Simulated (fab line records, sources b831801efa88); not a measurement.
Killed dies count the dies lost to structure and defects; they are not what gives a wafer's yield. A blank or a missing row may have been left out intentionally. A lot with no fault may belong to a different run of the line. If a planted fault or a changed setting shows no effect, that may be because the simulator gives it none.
One fault seen from 2 desks :: flow sky130 :: what lay behind the numbers comes last; until then each desk has only its own

METROLOGY DESK
Lot by lot, what the gauges showed, no matter which tool ran the lot: averages of those sampled wafers that carry a number. Any lot whose mean is over 4 standard deviations away from the usual mean is out of limits and marked OUT; that distance is given in the brackets.
Columns: A = cd-nm at SKY_METAL2_CD_MEAS_15, usual 139.8 nm
lot: L147
first seen here: day 36 23:37
A: 139.3

lot: L148
first seen here: day 37 03:26
A: 138.9

lot: L151
first seen here: day 37 18:52
A: 141.3

lot: L152
first seen here: day 37 19:35
A: 139.1

lot: L155
first seen here: day 37 19:50
A: 138.5

lot: L154
first seen here: day 37 20:10
A: 141.0

lot: L166
first seen here: day 43 19:55
A: 141.4

lot: L167
first seen here: day 43 22:56
A: 142.2

lot: L169
first seen here: day 44 00:18
A: 138.2

lot: L168
first seen here: day 44 01:37
A: 137.2
This desk's verdict: no lot among the 10 shows anything out of limits.

TOOL OWNER'S DESK, pvd-sputter-04
The tool's own readings at SKY_METAL4_SPUTTER_02 (material AlCu, target thk 735 nm, time 39.1 s): means of the sampled wafers that have a number, for each lot that ran on this tool. Any lot whose mean is over 4 standard deviations away from the usual mean is out of limits and marked OUT; that distance is given in the brackets.
Columns: A = cathode-dc-power-W at SKY_METAL4_SPUTTER_02, usual 10600 W; B = throttle-valve-pct at SKY_METAL4_SPUTTER_02, usual 29.8 %
lot: L148
first seen here: day 41 18:17
A: 10601
B: 30.3

lot: L152
first seen here: day 42 08:20
A: 10600
B: 30.5

lot: L155
first seen here: day 42 08:43
A: 10600
B: 29.6

lot: L154
first seen here: day 42 09:32
A: 10600
B: 29.6

lot: L166
first seen here: day 47 21:08
A: 10599
B: 31.5

lot: L167
first seen here: day 47 23:26
A: 10600
B: 29.5

lot: L169
first seen here: day 48 01:19
A: 10601
B: 30.6
This desk's verdict: no lot among the 7 shows anything out of limits.

PUT TOGETHER
From the metrology desk's view, nothing was out of limits.
The desk of the tool owner found nothing out of limits.

WHAT THE SIMULATOR HAD PUT IN
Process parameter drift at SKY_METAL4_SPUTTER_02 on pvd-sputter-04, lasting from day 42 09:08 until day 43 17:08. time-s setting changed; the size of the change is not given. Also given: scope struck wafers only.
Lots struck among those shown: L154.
